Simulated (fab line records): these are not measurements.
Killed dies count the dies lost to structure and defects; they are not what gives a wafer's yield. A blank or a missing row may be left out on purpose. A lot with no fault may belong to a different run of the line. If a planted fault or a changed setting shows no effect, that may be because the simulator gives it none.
Which tool is to blame? -- flow gf180mcu -- 18 wafers from 6 lots sampled at 2 of the route's 602 steps

== WHAT THE GAUGES SHOWED, per wafer ==
GF_VT_IMPLANT_TW_MEAS_32.
lot,measured,on,VT_IMPLANT_3_TW
L436,day 7 08:41,film metro-01,271.8 271.4 270.1
L438,day 7 20:16,film metro-04,269.6 271.3 268.9
L442,day 8 20:39,film metro-04,315.1 314.8 316.0
L451,day 11 05:48,film metro-03,268.6 270.0 268.6
L453,day 12 00:49,film metro-03,268.6 269.0 269.7
L455,day 12 08:12,film metro-04,267.5 267.2 266.8

== WHAT TOOL EACH LOT RAN ON (gives the tool, then ch and the chambers of the sampled wafers, and finally the start) ==
lot,GF_VT_IMPLANT_IMPLANT_30
L436,"implanter-02 ch 0, day 7 08:28"
L438,"implanter-02 ch 0, day 7 20:02"
L442,"implanter-02 ch 0, day 8 20:24"
L451,"implanter-03 ch 0, day 11 05:33"
L453,"implanter-01 ch 0, day 12 00:36"
L455,"implanter-01 ch 0, day 12 07:57"
- GF_VT_IMPLANT_IMPLANT_30

== THE ANSWER, worked out from the rows above alone ==
Rule: what is usual is taken from the lots themselves. The widest of any qualifying gaps counts: lots, ordered by their means at a reading, are off when they make up no more than a third of the lots, leave a main group of 4 or more, and stand apart from it by 3 or more times the standard deviation of that group's means. A main group is skipped when, at the precision printed for the reading in the tables above, its means are all equal. A lot without any number at a reading at which 4 lots or more have one is off too. Any other lot the step has rows for is counted as sound.
Off: L442, seen at GF_VT_IMPLANT_TW_MEAS_32 (VT_IMPLANT_3_TW). Main group: mean 269.3, sd 1.3.
A tool fits if, at a process step before that reading, it ran every lot that is off, and no sound lot after the first of them. Those tools and the gauges at GF_VT_IMPLANT_TW_MEAS_32 are tried in the same way. One candidate fits, namely implanter-02 at GF_VT_IMPLANT_IMPLANT_30. A fault onset in the window from L438 (day 7 20:02, its last sound lot) to L442 (day 8 20:24, its first lot off) fits.

== WHAT THE SIMULATOR PUT IN ==
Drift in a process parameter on implanter-02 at GF_VT_IMPLANT_IMPLANT_30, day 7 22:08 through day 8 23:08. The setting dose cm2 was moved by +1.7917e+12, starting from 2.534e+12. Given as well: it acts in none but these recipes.
Struck lots among those shown: L442. This agrees with what the rule above found.
